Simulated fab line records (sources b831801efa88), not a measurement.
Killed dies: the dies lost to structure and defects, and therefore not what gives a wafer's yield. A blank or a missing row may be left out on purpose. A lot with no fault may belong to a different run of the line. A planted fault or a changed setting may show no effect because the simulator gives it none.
Problem report in the 8D (eight disciplines) form, filled by code    flow sky130    the parts of the form that need people (team, actions taken, sign-off) are left out

== 1. THE PROBLEM ==
Mean of doseIonsCm2 at SKY_LDD_N_IMPLANT_08: 7.191e+13 across 9 wafers in 3 lots; on wafers with no fault it is 7.499e+13 (standard deviation 8.5e+10). Measured from the usual mean, that is -36 standard deviations.
First seen on wafer L597.1, day 22 01:54, on implanter-03. At this step, 45 wafers from 15 lots have a number in the record. Rule for "out" (also "out of limits"): further than 4 standard deviations from the usual mean. The other wafers with a number count as sound.

== 2. WHAT IT IS, AND WHAT IT ISN'T ==
question                     is                      is not
which readings at this step  doseIonsCm2             -
which lots                   L597, L598, L599        L585, L586, L587, L589, L590, L592, L594, L595, L596, L600, L604, L608
which wafers of those lots   all that have a number  -
read on which tools          implanter-03            implanter-01, implanter-04
when                         from day 22 01:54       up to then (27 sound wafers); but 9 sound wafers of L600, L604, L608 came after

== 3. THE SUSPECTS, EACH WITH WHAT RULES IT OUT ==
Counting: a tool at any process step up to the reading remains a suspect when it ran all the lots that are out and ran no sound lot after the first of those.
- implanter-03 at SKY_LDD_N_IMPLANT_08: kept. It processed each lot that is out, first L597 at day 22 01:54, and no sound lot thereafter; up to then, the last sound lot it processed was L596 at day 21 18:58. Its own readings are out on those wafers: doseIonsCm2.
Remaining after the count: implanter-03 at SKY_LDD_N_IMPLANT_08.

== 4. THE CAUSE (what the simulator had put in) ==
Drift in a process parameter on implanter-03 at SKY_LDD_N_IMPLANT_08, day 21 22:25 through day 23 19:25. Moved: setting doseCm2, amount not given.
This tool alone remained once counting was done.

== 5. SEQUENCE OF EFFECTS, ordered by route ==
One row per reading whose mean, taken over the struck wafers that have a number, lies over 3 standard deviations from the usual. Readings are gone through only where the record gives a usual standard deviation; hours: the median, over the lots, of the time from a lot's start at the first step in this table giving one to that lot's start at this step; sigmas: the change measured in usual standard deviations.
hours  step                  reading      usual      on struck wafers  change      sigmas
0      SKY_LDD_N_IMPLANT_08  doseIonsCm2  7.499e+13  7.191e+13         -3.082e+12  -36
Its process steps:
- SKY_LDD_N_IMPLANT_08
At these later measuring or inspecting steps, every struck wafer for which the step has a row has a number for every such reading, and none has moved that far: SKY_LDD_P_OVL_MEAS_08, SKY_LDD_HVN_TW_MEAS_10.

== 6. WHAT WOULD HAVE CAUGHT IT SOONER ==
In this record no reading fell out of limits until day 22 01:54, 3 hours after the fault had begun at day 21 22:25.
